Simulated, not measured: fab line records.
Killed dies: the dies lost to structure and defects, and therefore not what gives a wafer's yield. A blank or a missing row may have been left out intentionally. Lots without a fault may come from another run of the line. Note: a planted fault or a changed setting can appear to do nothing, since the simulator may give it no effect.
Split-lot experiment :: flow sky130 :: on a route of 708 steps: 5 lots, 23 wafers read

== SPLIT DETAILS ==
At SKY_VT_ADJUST_HVTP_DEVELOP_06 (develop time 60 s), the setting develop-time-s was moved away from the recipe's 60 s on 8 of the 23 wafers read, by -7.2% to +7.1%. For the rest of the wafers, this setting stayed at what the recipe calls for.

Between the split and the reading, the file records no step.

== THE READING ==
cd-nm at SKY_VT_ADJUST_HVTP_CD_MEAS_07, given in nm (cd target 380 nm). A value of 379.6 nm with a standard deviation of 2.8 nm is what fault-free wafers of this fab line usually give.

wafer: L074.1
tool, chamber at the split: litho-track-02, 0
develop-time-s as run, s: 60
against the recipe: recipe
cd-nm, nm: 374.4
against lot-mates on the recipe: -

wafer: L074.2
tool, chamber at the split: litho-track-02, 0
develop-time-s as run, s: 60
against the recipe: recipe
cd-nm, nm: 374.8
against lot-mates on the recipe: -

wafer: L074.3
tool, chamber at the split: litho-track-02, 0
develop-time-s as run, s: 55.7
against the recipe: -7.2%
cd-nm, nm: 370.6
against lot-mates on the recipe: -4.0

wafer: L074.5
tool, chamber at the split: litho-track-02, 0
develop-time-s as run, s: 55.7
against the recipe: -7.2%
cd-nm, nm: 367.9
against lot-mates on the recipe: -6.7

wafer: L074.6
tool, chamber at the split: litho-track-02, 0
develop-time-s as run, s: 55.7
against the recipe: -7.2%
cd-nm, nm: 368.8
against lot-mates on the recipe: -5.8

wafer: L075.1
tool, chamber at the split: litho-track-02, 0
develop-time-s as run, s: 60
against the recipe: recipe
cd-nm, nm: 380.0
against lot-mates on the recipe: -

wafer: L075.3
tool, chamber at the split: litho-track-02, 0
develop-time-s as run, s: 56.25
against the recipe: -6.2%
cd-nm, nm: 375.0
against lot-mates on the recipe: -6.6

wafer: L075.4
tool, chamber at the split: litho-track-02, 0
develop-time-s as run, s: 56.25
against the recipe: -6.2%
cd-nm, nm: 375.7
against lot-mates on the recipe: -5.9

wafer: L075.5
tool, chamber at the split: litho-track-02, 0
develop-time-s as run, s: 56.25
against the recipe: -6.2%
cd-nm, nm: 374.8
against lot-mates on the recipe: -6.8

wafer: L075.6
tool, chamber at the split: litho-track-02, 0
develop-time-s as run, s: 60
against the recipe: recipe
cd-nm, nm: 383.3
against lot-mates on the recipe: -

wafer: L077.1
tool, chamber at the split: litho-track-02, 0
develop-time-s as run, s: 60
against the recipe: recipe
cd-nm, nm: 376.0
against lot-mates on the recipe: -

wafer: L077.2
tool, chamber at the split: litho-track-02, 0
develop-time-s as run, s: 60
against the recipe: recipe
cd-nm, nm: 376.8
against lot-mates on the recipe: -

wafer: L077.4
tool, chamber at the split: litho-track-02, 0
develop-time-s as run, s: 60
against the recipe: recipe
cd-nm, nm: 377.8
against lot-mates on the recipe: -

wafer: L077.5
tool, chamber at the split: litho-track-02, 0
develop-time-s as run, s: 60
against the recipe: recipe
cd-nm, nm: 379.3
against lot-mates on the recipe: -

wafer: L077.6
tool, chamber at the split: litho-track-02, 0
develop-time-s as run, s: 60
against the recipe: recipe
cd-nm, nm: 377.4
against lot-mates on the recipe: -

wafer: L081.1
tool, chamber at the split: litho-track-02, 0
develop-time-s as run, s: 60
against the recipe: recipe
cd-nm, nm: 376.6
against lot-mates on the recipe: -

wafer: L081.3
tool, chamber at the split: litho-track-02, 0
develop-time-s as run, s: 60
against the recipe: recipe
cd-nm, nm: 376.3
against lot-mates on the recipe: -

wafer: L081.4
tool, chamber at the split: litho-track-02, 0
develop-time-s as run, s: 60
against the recipe: recipe
cd-nm, nm: 378.2
against lot-mates on the recipe: -

wafer: L085.1
tool, chamber at the split: litho-track-03, 0
develop-time-s as run, s: 60
against the recipe: recipe
cd-nm, nm: 379.8
against lot-mates on the recipe: -

wafer: L085.2
tool, chamber at the split: litho-track-03, 0
develop-time-s as run, s: 64.24
against the recipe: +7.1%
cd-nm, nm: 389.2
against lot-mates on the recipe: +10.3

wafer: L085.3
tool, chamber at the split: litho-track-03, 0
develop-time-s as run, s: 60
against the recipe: recipe
cd-nm, nm: 378.2
against lot-mates on the recipe: -

wafer: L085.4
tool, chamber at the split: litho-track-03, 0
develop-time-s as run, s: 64.24
against the recipe: +7.1%
cd-nm, nm: 386.1
against lot-mates on the recipe: +7.2

wafer: L085.5
tool, chamber at the split: litho-track-03, 0
develop-time-s as run, s: 60
against the recipe: recipe
cd-nm, nm: 378.7
against lot-mates on the recipe: -

THE FIT
A straight line over all 23 wafers: cd-nm changes by +1.05 nm for each +1% of develop-time-s; r = +0.86; the points scatter about the line by 2.5 nm.
The same after taking each lot's own level away (the mean of its wafers on the recipe; 23 wafers): +1 nm for each +1%; r = +0.95; scatter 1.3 nm.
That fit puts the effect of the largest move of develop-time-s on the reading at 7.2 nm.
The span of the lots' own levels, 374.60 to 381.65 nm, comes to 2.5 times the standard deviation stated above.
Hence the lot-to-lot level has little effect on the slope; both slopes agree.
Check: -7.35 nm against its lot-mates is what the line predicts for one of the wafers moved furthest among these (-7.2%) when that wafer is left out of the fit. It came out at -4 nm against them.

== ADDITIONAL SPLITS CARRIED BY THESE WAFERS ==
These wafers also went through other splits before the reading. Each is held against what the fit with the lots' levels taken away leaves over:
other split on the same wafers: SKY_FIELD_ISO_DEVELOP_12 dev-temp-c
wafers away from the commonest value: 7
r with cd-nm (lot level and that fit taken away): -0.10

other split on the same wafers: SKY_FIELD_ISO_OXIDATION_22 ox-time-s
wafers away from the commonest value: 15
r with cd-nm (lot level and that fit taken away): +0.27

other split on the same wafers: SKY_DNWELL_SOFTBAKE_03 temp-c
wafers away from the commonest value: 6
r with cd-nm (lot level and that fit taken away): +0.14

other split on the same wafers: SKY_NWELL_COAT_05 resist-thk-nm
wafers away from the commonest value: 7
r with cd-nm (lot level and that fit taken away): -0.05

other split on the same wafers: SKY_NWELL_IMPLANT_11 dose-cm2
wafers away from the commonest value: 5
r with cd-nm (lot level and that fit taken away): +0.13

other split on the same wafers: SKY_NWELL_IMPLANT_24 energy-kev
wafers away from the commonest value: 8
r with cd-nm (lot level and that fit taken away): +0.21

other split on the same wafers: SKY_VT_ADJUST_HVTP_COAT_02 spin-rpm
wafers away from the commonest value: 4
r with cd-nm (lot level and that fit taken away): +0.37

== THE FILE'S OWN FIT ==
cd-nm changes by +1.01 nm for each +1% of develop-time-s, r = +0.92.
